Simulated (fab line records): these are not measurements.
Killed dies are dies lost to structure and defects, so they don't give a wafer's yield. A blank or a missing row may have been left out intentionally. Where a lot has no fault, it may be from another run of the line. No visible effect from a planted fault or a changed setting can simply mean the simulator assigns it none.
fab line records + flow sky130
record:
- lots: 12
- wafers: 33
- last_day: 50
route steps=708 shown VT_ADJUST_HVTR@139 LOCAL_INTERCONNECT@401 VIA1@478 METAL3@566 PAD_OPEN@708
lots that met no fault: from a run of the same line without faults
start_h: the number of hours between the record's first day and the start of the first shown wafer of the lot + wait_h: how many hours have passed since the lot's step before this one + " identical to the entry in the row above + L1.1+2: one row covering several wafers at once + - no value, or no start given + * or withheld: withheld + < > ~ a bound
route shown NAME@n: NAME is a module with steps in the file, n the number in the route of the first one + usual: mean/standard deviation taken from wafers without a fault + same: alike in all rows + chamber/n: place in a boat + sites: each site's reading + _std_site: standard deviation of those values + _edge_site: inner sites' mean taken away from outer sites' mean + radius_mm: for every site, how far away it sits from the centre of the wafer + mask NAME#n: copy n + behind: the most recent tool/chamber to have shaped the wafer + hold: reason for holding the lot/hours on hold/outcome of the hold + device: the n, p or np transistor that did not switch + end of line: at the end of the route, the tests of the same wafers + a step given without rows: its recipe and nothing more + killed: not the wafer's yield, but the dies lost to structure and defects at the first sort + map: shows each die of a wafer: x if killed, . if not, _ if none is there
set.NAME: the setting as run; set.NAME@STEP: as run at that earlier step + model.NAME: the simulator's own value behind a step, which no gauge read
a sample of lots followed through the steps of the route, with each step as a table and each wafer as a row
services: when a tool's chamber went out of use (start_h, in hours from the record's first day, below 0 if earlier), for how many hours, and the reason
== steps ==
step: SKY_VT_ADJUST_HVTR_OVL_MEAS_08
usual:
- VT_ADJUST_HVTR_OVL: -0.1/1.4
| lot.wafer | tool       | chamber | start_h | wait_h | VT_ADJUST_HVTR_OVL[nm] |
|-----------|------------|---------|---------|--------|------------------------|
| L267.1    | overlay-01 | -       | 203.29  | 0.1    | -1.9                   |
| L267.3    | "          | -       | "       | "      | -0.8                   |
| L267.5    | "          | -       | "       | "      | -1.8                   |
| L272.1    | overlay-01 | -       | 242.10  | 0.1    | -1.8                   |
| L272.5    | "          | -       | "       | "      | -1.7                   |
| L272.6    | "          | -       | "       | "      | -0.4                   |
| L280.5    | overlay-01 | -       | 295.40  | 0.0    | -4.4                   |
| L280.6    | "          | -       | "       | "      | -1.7                   |
| L281.3    | overlay-01 | -       | 306.54  | 0.1    | -1.2                   |
| L281.5    | "          | -       | "       | "      | -0.9                   |
| L282.2    | overlay-01 | -       | 314.80  | 0.1    | -1.2                   |
| L282.5    | "          | -       | "       | "      | 0.1                    |
| L283.1    | overlay-01 | -       | 328.33  | 0.1    | -0.7                   |
| L283.3    | "          | -       | "       | "      | -1.8                   |
| L283.4    | "          | -       | "       | "      | 0.1                    |
| L284.1    | overlay-02 | -       | 335.84  | 0.1    | 1.6                    |
| L284.2    | "          | -       | "       | "      | 1.1                    |
| L284.3    | "          | -       | "       | "      | 1.8                    |
| L285.2    | overlay-02 | -       | 344.89  | 0.1    | 0.0                    |
| L285.3    | "          | -       | "       | "      | 0.5                    |
| L285.4    | "          | -       | "       | "      | 2.6                    |
| L286.1    | overlay-02 | -       | 345.89  | 0.1    | -2.0                   |
| L286.2    | "          | -       | "       | "      | 0.1                    |
| L286.5    | "          | -       | "       | "      | -1.5                   |
| L288.3    | overlay-01 | -       | 365.84  | 0.1    | -1.5                   |
| L288.4    | "          | -       | "       | "      | 0.8                    |
| L288.6    | "          | -       | "       | "      | 0.4                    |
| L289.2    | overlay-02 | -       | 368.99  | 0.1    | 1.3                    |
| L289.3    | "          | -       | "       | "      | 1.3                    |
| L289.5    | "          | -       | "       | "      | 1.8                    |
| L290.4    | overlay-01 | -       | 375.95  | 0.1    | -1.3                   |
| L290.5    | "          | -       | "       | "      | 0.3                    |
| L290.6    | "          | -       | "       | "      | 0.0                    |
step: SKY_LOCAL_INTERCONNECT_METAL_ETCH_14
recipe:
- target_depth_nm: 110
- stop_on: PSG
- chemistry: Cl2/BCl3
- target: TiN
- resist_sidewall_deg: 88
- pressure_mtorr: 10
- icp_w: 900
- bias_w: 48.5
- Cl2_flow_sccm: 60
- bcl3_flow_sccm: 30
- time_s: 31.4
usual:
- drypump_motor_current_A: 6.0/0.54
- oes_product_au: 0.939/0.0069
- throttle_valve_pct: 21.902/0.0093
| lot.wafer | tool         | chamber | start_h | wait_h | drypump_motor_current_A | oes_product_au | rf_hours_counter_h | throttle_valve_pct |
|-----------|--------------|---------|---------|--------|-------------------------|----------------|--------------------|--------------------|
| L267.1    | rie_metal-04 | 1       | 705.95  | 0.0    | 6.7                     | 0.942          | 3                  | 21.909             |
| L267.3    | "            | 0       | "       | "      | 6.4                     | 0.935          | -                  | 21.897             |
| L267.5    | "            | 0       | "       | "      | 6.4                     | 0.944          | -                  | 21.915             |
| L272.1    | rie_metal-01 | 1       | 747.14  | 0.1    | 5.4                     | 0.939          | 7                  | 21.894             |
| L272.5    | "            | 1       | "       | "      | 5.4                     | 0.938          | -                  | 21.904             |
| L272.6    | "            | 1       | "       | "      | 5.4                     | 0.940          | -                  | 21.905             |
| L280.5    | rie_metal-01 | 0       | 809.18  | 0.0    | 5.5                     | 0.939          | -                  | 21.885             |
| L280.6    | "            | 1       | "       | "      | 5.4                     | 0.928          | -                  | 21.902             |
| L281.3    | rie_metal-01 | 0       | 813.82  | 0.0    | 5.5                     | 0.940          | -                  | 21.907             |
| L281.5    | "            | 0       | "       | "      | 5.5                     | 0.947          | -                  | 21.887             |
| L282.2    | rie_metal-01 | 0       | 826.29  | 0.0    | 5.5                     | 0.947          | 11                 | 21.902             |
| L282.5    | "            | 0       | "       | "      | 5.5                     | 0.934          | -                  | 21.918             |
| L283.1    | rie_metal-04 | 0       | 836.35  | 0.0    | 6.4                     | 0.949          | 9                  | 21.890             |
| L283.3    | "            | 0       | "       | "      | 6.4                     | 0.937          | -                  | 21.898             |
| L283.4    | "            | 1       | "       | "      | 6.8                     | 0.952          | -                  | 21.900             |
| L284.1    | rie_metal-02 | 0       | 840.44  | 0.0    | 5.9                     | 0.945          | 15                 | 21.897             |
| L284.2    | "            | 1       | "       | "      | 6.6                     | 0.931          | 9                  | 21.900             |
| L284.3    | "            | 0       | "       | "      | 6.0                     | 0.939          | -                  | 21.902             |
| L285.2    | rie_metal-04 | 1       | 855.19  | 0.0    | 6.7                     | 0.935          | 8                  | 21.897             |
| L285.3    | "            | 0       | "       | "      | 6.4                     | 0.939          | -                  | 21.902             |
| L285.4    | "            | 1       | "       | "      | 6.7                     | 0.932          | -                  | 21.896             |
| L286.1    | rie_metal-02 | 1       | 859.58  | 0.0    | 6.6                     | 0.929          | 10                 | 21.883             |
| L286.2    | "            | 0       | "       | "      | 6.0                     | 0.944          | 16                 | 21.901             |
| L286.5    | "            | 0       | "       | "      | 6.0                     | 0.938          | -                  | 21.895             |
| L288.3    | rie_metal-02 | 1       | 869.65  | 0.0    | 6.6                     | 0.936          | -                  | 21.909             |
| L288.4    | "            | 0       | "       | "      | 6.0                     | 0.937          | -                  | 21.895             |
| L288.6    | "            | 0       | "       | "      | 6.0                     | 0.937          | -                  | 21.899             |
| L289.2    | rie_metal-01 | 0       | 877.79  | 0.0    | 5.5                     | 0.945          | 13                 | 21.909             |
| L289.3    | "            | 1       | "       | "      | 5.3                     | 0.951          | -                  | 21.900             |
| L289.5    | "            | 1       | "       | "      | 5.4                     | 0.943          | -                  | 21.891             |
| L290.4    | rie_metal-02 | 1       | 881.95  | 0.0    | 6.6                     | 0.935          | -                  | 21.903             |
| L290.5    | "            | 1       | "       | "      | 6.6                     | 0.933          | -                  | 21.915             |
| L290.6    | "            | 0       | "       | "      | 6.0                     | 0.930          | -                  | 21.891             |
step: SKY_LOCAL_INTERCONNECT_STRIP_15
recipe:
- chemistry: O2/N2
- power_w: 1400
- pressure_mtorr: 1500
- platen_temp_c: withheld
- o2_flow_sccm: 3000
- n2_flow_sccm: 300
- overash_fraction: 0.5
usual:
- drypump_motor_current_A: 5.5/0.47
- n2_flow_sccm: 300.2/0.96
- oes_product_au: 0.428/0.0045
- strip_time_to_endpoint_s: 4.731/0.025
| lot.wafer | tool            | chamber | start_h | wait_h | drypump_motor_current_A | n2_flow_sccm | oes_product_au | rf_hours_counter_h | strip_time_to_endpoint_s |
|-----------|-----------------|---------|---------|--------|-------------------------|--------------|----------------|--------------------|--------------------------|
| L267.1    | plasma_asher-02 | 1       | 706.00  | 0.0    | 5.2                     | 299.5        | 0.427          | 58                 | 4.696                    |
| L267.3    | "               | 0       | "       | "      | 6.3                     | 299.3        | 0.434          | -                  | 4.701                    |
| L267.5    | "               | 0       | "       | "      | 6.3                     | 298.9        | 0.424          | -                  | 4.681                    |
| L272.1    | plasma_asher-04 | 0       | 747.25  | 0.1    | 6.0                     | 299.3        | 0.426          | 0                  | 4.772                    |
| L272.5    | "               | 0       | "       | "      | 6.0                     | 300.1        | 0.425          | -                  | 4.751                    |
| L272.6    | "               | 1       | "       | "      | 5.5                     | 301.3        | 0.431          | -                  | 4.774                    |
| L280.5    | plasma_asher-03 | 1       | 809.27  | 0.1    | 5.1                     | 301.0        | 0.417          | -                  | 4.607                    |
| L280.6    | "               | 0       | "       | "      | 5.1                     | 301.0        | 0.426          | -                  | 4.640                    |
| L281.3    | plasma_asher-03 | 0       | 813.89  | 0.1    | 5.0                     | 299.9        | 0.429          | -                  | 4.766                    |
| L281.5    | "               | 1       | "       | "      | 5.1                     | 299.4        | 0.423          | -                  | 4.584                    |
| L282.2    | plasma_asher-02 | 0       | 826.34  | 0.0    | 6.3                     | 300.9        | 0.422          | 69                 | 4.754                    |
| L282.5    | "               | 1       | "       | "      | 5.2                     | 302.1        | 0.425          | -                  | 4.619                    |
| L283.1    | plasma_asher-04 | 1       | 836.40  | 0.0    | 5.5                     | 300.3        | 0.431          | 8                  | 4.692                    |
| L283.3    | "               | 0       | "       | "      | 6.0                     | 297.9        | 0.413          | -                  | 4.690                    |
| L283.4    | "               | 1       | "       | "      | 5.5                     | 300.1        | 0.422          | -                  | 4.702                    |
| L284.1    | plasma_asher-04 | 1       | 840.49  | 0.0    | 5.5                     | 301.0        | 0.433          | 9                  | 4.727                    |
| L284.2    | "               | 0       | "       | "      | 6.0                     | 299.2        | 0.432          | 9                  | 4.746                    |
| L284.3    | "               | 0       | "       | "      | 6.0                     | 300.5        | 0.425          | -                  | 4.710                    |
| L285.2    | plasma_asher-03 | 0       | 855.24  | 0.0    | 5.0                     | 301.2        | 0.421          | 103                | 4.723                    |
| L285.3    | "               | 1       | "       | "      | 5.1                     | 299.3        | 0.431          | -                  | 4.715                    |
| L285.4    | "               | 0       | "       | "      | 5.0                     | 299.4        | 0.426          | -                  | 4.709                    |
| L286.1    | plasma_asher-04 | 1       | 859.63  | 0.0    | 5.5                     | 298.8        | 0.436          | 11                 | 4.710                    |
| L286.2    | "               | 0       | "       | "      | 6.0                     | 301.1        | 0.423          | 11                 | 4.748                    |
| L286.5    | "               | 0       | "       | "      | 6.0                     | 300.8        | 0.430          | -                  | 4.742                    |
| L288.3    | plasma_asher-04 | 1       | 869.72  | 0.1    | 5.5                     | 298.7        | 0.427          | -                  | 4.726                    |
| L288.4    | "               | 0       | "       | "      | 6.0                     | 300.4        | 0.423          | -                  | 4.729                    |
| L288.6    | "               | 1       | "       | "      | 5.5                     | 299.8        | 0.423          | -                  | 4.754                    |
| L289.2    | plasma_asher-02 | 1       | 877.84  | 0.0    | 5.2                     | 299.7        | 0.428          | 74                 | 4.761                    |
| L289.3    | "               | 0       | "       | "      | 6.3                     | 300.8        | 0.435          | -                  | 4.762                    |
| L289.5    | "               | 0       | "       | "      | 6.3                     | 299.3        | 0.428          | -                  | 4.757                    |
| L290.4    | plasma_asher-02 | 1       | 882.02  | 0.1    | 5.2                     | 300.3        | 0.426          | -                  | 4.738                    |
| L290.5    | "               | 0       | "       | "      | 6.3                     | 301.3        | 0.428          | -                  | 4.741                    |
| L290.6    | "               | 1       | "       | "      | 5.2                     | 299.3        | 0.425          | -                  | 4.770                    |
step: SKY_VIA1_SPUTTER_20
recipe:
- material: TiN
- target_thk_nm: 20
- chamber_pressure_pa: 5
- power_w: 4000
- time_s: 80
usual:
- throttle_valve_pct: 30.1/0.97
| lot.wafer | tool           | chamber | start_h | wait_h | throttle_valve_pct |
|-----------|----------------|---------|---------|--------|--------------------|
| L267.1    | pvd_sputter-02 | -       | 792.57  | 0.0    | 28.4               |
| L267.3    | "              | -       | "       | "      | 30.6               |
| L267.5    | "              | -       | "       | "      | 30.4               |
| L272.1    | pvd_sputter-01 | -       | 832.89  | 0.0    | 30.3               |
| L272.5    | "              | -       | "       | "      | 31.1               |
| L272.6    | "              | -       | "       | "      | 30.3               |
| L280.5    | pvd_sputter-01 | -       | 891.98  | 0.0    | 30.2               |
| L280.6    | "              | -       | "       | "      | 30.9               |
| L281.3    | pvd_sputter-02 | -       | 896.09  | 0.0    | 30.6               |
| L281.5    | "              | -       | "       | "      | 30.5               |
| L282.2    | pvd_sputter-04 | -       | 908.31  | 0.0    | 30.6               |
| L282.5    | "              | -       | "       | "      | 30.3               |
| L284.1    | pvd_sputter-02 | -       | 922.35  | 0.0    | 30.7               |
| L284.2    | "              | -       | "       | "      | 29.8               |
| L284.3    | "              | -       | "       | "      | 30.5               |
| L283.1    | pvd_sputter-02 | -       | 925.68  | 0.0    | 30.7               |
| L283.3    | "              | -       | "       | "      | 29.7               |
| L283.4    | "              | -       | "       | "      | 28.5               |
| L285.2    | pvd_sputter-01 | -       | 934.66  | 0.0    | 30.6               |
| L285.3    | "              | -       | "       | "      | 29.7               |
| L285.4    | "              | -       | "       | "      | 30.1               |
| L286.1    | pvd_sputter-02 | -       | 941.30  | 0.0    | 30.5               |
| L286.2    | "              | -       | "       | "      | 28.3               |
| L286.5    | "              | -       | "       | "      | 28.4               |
| L288.3    | pvd_sputter-01 | -       | 949.71  | 0.0    | 30.1               |
| L288.4    | "              | -       | "       | "      | 31.4               |
| L288.6    | "              | -       | "       | "      | 30.5               |
| L289.2    | pvd_sputter-01 | -       | 958.01  | 0.0    | 30.2               |
| L289.3    | "              | -       | "       | "      | 30.1               |
| L289.5    | "              | -       | "       | "      | 29.9               |
| L290.4    | pvd_sputter-02 | -       | 961.76  | 0.0    | 29.7               |
| L290.5    | "              | -       | "       | "      | 30.6               |
| L290.6    | "              | -       | "       | "      | 28.4               |
step: SKY_METAL3_ETCH_16
recipe:
- chemistry: N2/H2
- target: BARC
- ion_energy_ev: 200
- bias_w: 100
- pressure_mtorr: 30
- n2_flow_sccm: 100
- h2_flow_sccm: 200
- icp_w: 500
- stop_on: SiO2
- time_s: 88.2
- target_depth_a: 600
usual:
- drypump_motor_current_A: 6.1/0.51
- n2_flow_sccm: 100.0/0.3
- oes_product_au: 0.626/0.0046
- throttle_valve_pct: 13.205/0.0089
| lot.wafer | tool         | chamber | start_h | wait_h | drypump_motor_current_A | n2_flow_sccm | oes_product_au | rf_hours_counter_h | throttle_valve_pct |
|-----------|--------------|---------|---------|--------|-------------------------|--------------|----------------|--------------------|--------------------|
| L267.1    | rie_metal-02 | 0       | 901.60  | 0.0    | 6.0                     | 100.0        | 0.621          | 17                 | 13.216             |
| L267.3    | "            | 1       | "       | "      | 6.7                     | 99.7         | 0.625          | -                  | 13.208             |
| L267.5    | "            | 1       | "       | "      | 6.6                     | 99.8         | 0.626          | -                  | 13.228             |
| L272.1    | rie_metal-02 | 1       | 940.30  | 0.0    | 6.6                     | 100.2        | 0.631          | 13                 | 13.204             |
| L272.5    | "            | 1       | "       | "      | 6.6                     | 100.2        | 0.624          | -                  | 13.208             |
| L272.6    | "            | 0       | "       | "      | 6.0                     | 100.2        | 0.629          | -                  | 13.212             |
| L280.5    | rie_metal-01 | 0       | 994.37  | 0.1    | 5.5                     | 99.8         | 0.629          | -                  | 13.200             |
| L280.6    | "            | 1       | "       | "      | 5.3                     | 99.5         | 0.637          | -                  | 13.200             |
| L281.3    | rie_metal-02 | 0       | 998.28  | 0.0    | 6.0                     | 99.7         | 0.625          | -                  | 13.205             |
| L281.5    | "            | 1       | "       | "      | 6.7                     | 99.8         | 0.625          | -                  | 13.191             |
| L282.2    | rie_metal-04 | 0       | 1010.50 | 0.0    | 6.4                     | 99.8         | 0.628          | 18                 | 13.207             |
| L282.5    | "            | 1       | "       | "      | 6.7                     | 99.7         | 0.628          | -                  | 13.197             |
| L284.1    | rie_metal-02 | 0       | 1023.66 | 0.0    | 6.0                     | 100.0        | 0.624          | 5                  | 13.212             |
| L284.2    | "            | 1       | "       | "      | 6.7                     | 100.2        | 0.621          | 18                 | 13.203             |
| L284.3    | "            | 1       | "       | "      | 6.6                     | 99.9         | 0.620          | -                  | 13.192             |
| L283.1    | rie_metal-04 | 0       | 1025.86 | 0.0    | 6.4                     | 100.0        | 0.624          | 18                 | 13.181             |
| L283.3    | "            | 0       | "       | "      | 6.4                     | 100.0        | 0.619          | -                  | 13.204             |
| L283.4    | "            | 1       | "       | "      | 6.7                     | 100.4        | 0.621          | -                  | 13.214             |
| L285.2    | rie_metal-02 | 1       | 1034.80 | 0.0    | 6.7                     | 100.3        | 0.622          | 18                 | 13.201             |
| L285.3    | "            | 0       | "       | "      | 6.0                     | 100.4        | 0.631          | -                  | 13.211             |
| L285.4    | "            | 1       | "       | "      | 6.6                     | 100.2        | 0.634          | -                  | 13.200             |
| L286.1    | rie_metal-02 | 0       | 1040.06 | 0.0    | 6.0                     | 99.9         | 0.622          | 6                  | 13.220             |
| L286.2    | "            | 1       | "       | "      | 6.6                     | 99.9         | 0.628          | 19                 | 13.207             |
| L286.5    | "            | 1       | "       | "      | 6.6                     | 100.1        | 0.639          | -                  | 13.208             |
| L288.3    | rie_metal-01 | 0       | 1048.70 | 0.0    | 5.5                     | 99.8         | 0.626          | -                  | 13.213             |
| L288.4    | "            | 1       | "       | "      | 5.4                     | 100.0        | 0.630          | -                  | 13.199             |
| L288.6    | "            | 0       | "       | "      | 5.5                     | 99.5         | 0.623          | -                  | 13.199             |
| L289.2    | rie_metal-02 | 1       | 1056.55 | 0.0    | 6.7                     | 100.0        | 0.621          | 20                 | 13.216             |
| L289.3    | "            | 0       | "       | "      | 6.0                     | 100.6        | 0.616          | -                  | 13.204             |
| L289.5    | "            | 0       | "       | "      | 6.0                     | 100.1        | 0.621          | -                  | 13.216             |
| L290.4    | rie_metal-04 | 1       | 1059.64 | 0.0    | 6.8                     | 100.2        | 0.626          | -                  | 13.194             |
| L290.5    | "            | 1       | "       | "      | 6.7                     | 100.2        | 0.626          | -                  | 13.202             |
| L290.6    | "            | 0       | "       | "      | 6.4                     | 100.0        | 0.623          | -                  | 13.209             |
step: SKY_PAD_OPEN_PROBE_99
usual:
- killed_at_M0_to_M3: 44/7.5
- killed_at_M4_up: 3.2/1.9
- killed_at_contacts: 23/4.7
- killed_at_front_end: 15/4.7
- killed_at_other: 0.4/0.66
- killed_dies: 87/9.3
- killed_open: 47/7.2
- killed_short: 39/6.5
same:
- gross_dies: 492
- killed_at_back_side: 0
| lot.wafer | tool      | chamber | start_h | wait_h | killed_at_M0_to_M3 | killed_at_M4_up | killed_at_contacts | killed_at_front_end | killed_at_other | killed_dies | killed_open | killed_short |
|-----------|-----------|---------|---------|--------|--------------------|-----------------|--------------------|---------------------|-----------------|-------------|-------------|--------------|
| L280.5    | prober-01 | -       | 1152.22 | 0.2    | 41                 | 6               | 24                 | 13                  | 0               | 84          | 44          | 38           |
killed by level:class
L280.5 VIA1:geometric_particle:open=11 CONTACT:geometric_particle:open=10 VIA1:geometric_particle:short=6 METAL2:geometric_particle:short=6 LI_CONTACT:geometric_particle:open=5 LOCAL_INTERCONNECT:geometric_particle:short=4 VIA2:geometric_particle:open=4 METAL4:geometric_particle:short=4
== services ==
| tool           | chamber | start_h | hours | kind   |
|----------------|---------|---------|-------|--------|
| rie_metal-01   | 0       | 698.94  | 1.9   | repair |
| rie_metal-01   | 1       | 700.08  | 1.3   | repair |
| pvd_sputter-02 | -       | 715.47  | 8.5   | repair |
| rie_metal-01   | 0       | 719.84  | 3.6   | repair |
| pvd_sputter-02 | -       | 723.69  | 3.4   | repair |
| rie_metal-01   | 0       | 742.35  | 17.8  | repair |
| pvd_sputter-02 | -       | 744.96  | 7.3   | repair |
| pvd_sputter-02 | -       | 765.90  | 1.8   | repair |
| rie_metal-02   | 1       | 798.33  | 10.3  | repair |
| rie_metal-01   | -       | 810.00  | 2.5   | repair |
| rie_metal-02   | -       | 841.42  | 2.8   | pm     |
| rie_metal-01   | 0       | 888.64  | 6.2   | repair |
| rie_metal-01   | 0       | 899.28  | 4.7   | repair |
| rie_metal-04   | -       | 911.98  | 0.4   | repair |
| rie_metal-01   | 0       | 933.20  | 41.5  | repair |
| rie_metal-01   | 1       | 941.49  | 1.2   | repair |
| pvd_sputter-02 | -       | 966.09  | 4.3   | repair |
| rie_metal-04   | -       | 984.40  | 0.2   | repair |
| pvd_sputter-02 | -       | 998.37  | 2.7   | repair |
| pvd_sputter-02 | -       | 999.21  | 5.1   | repair |
| pvd_sputter-02 | -       | 1000.78 | 9.7   | repair |
| rie_metal-04   | -       | 1001.93 | 2.8   | pm     |
| rie_metal-04   | -       | 1010.97 | 14.6  | pm     |
| rie_metal-01   | -       | 1021.74 | 0.5   | repair |
== key ==
first_sign:
- step: SKY_LOCAL_INTERCONNECT_STRIP_15
- reading: strip_time_to_endpoint_s
- direction: down
- sigmas: 4.8
- usual: *
- struck: *
effect none on later readings
met_at SKY_LOCAL_INTERCONNECT_METAL_ETCH_14
struck_lots L280,L281,L282
struck_wafers L280.5,L280.6,L281.5,L282.5
tester_left_out L280,L281,L282
not_acting_at SKY_VT_ADJUST_HVTR_OVL_MEAS_08,SKY_VIA1_SPUTTER_20,SKY_METAL3_ETCH_16
onset_between 747.14 809.18
fault:
- kind: process_parameter_drift
- tool: rie_metal-01
- chamber: -
- onset_h: 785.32
- steps: SKY_LOCAL_INTERCONNECT_METAL_ETCH_14
- channel: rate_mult
- offset: 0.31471
- shape: step
- end_h: 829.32
- scope: struck_wafers_only
tester_left_out: of these lots the tester's yield and bins aren't shown, on N5 and GAA mostly nor the transistor test; their killed dies are dies lost to structure and defects alone, not to doping, threshold or leakage, so they don't give the yield
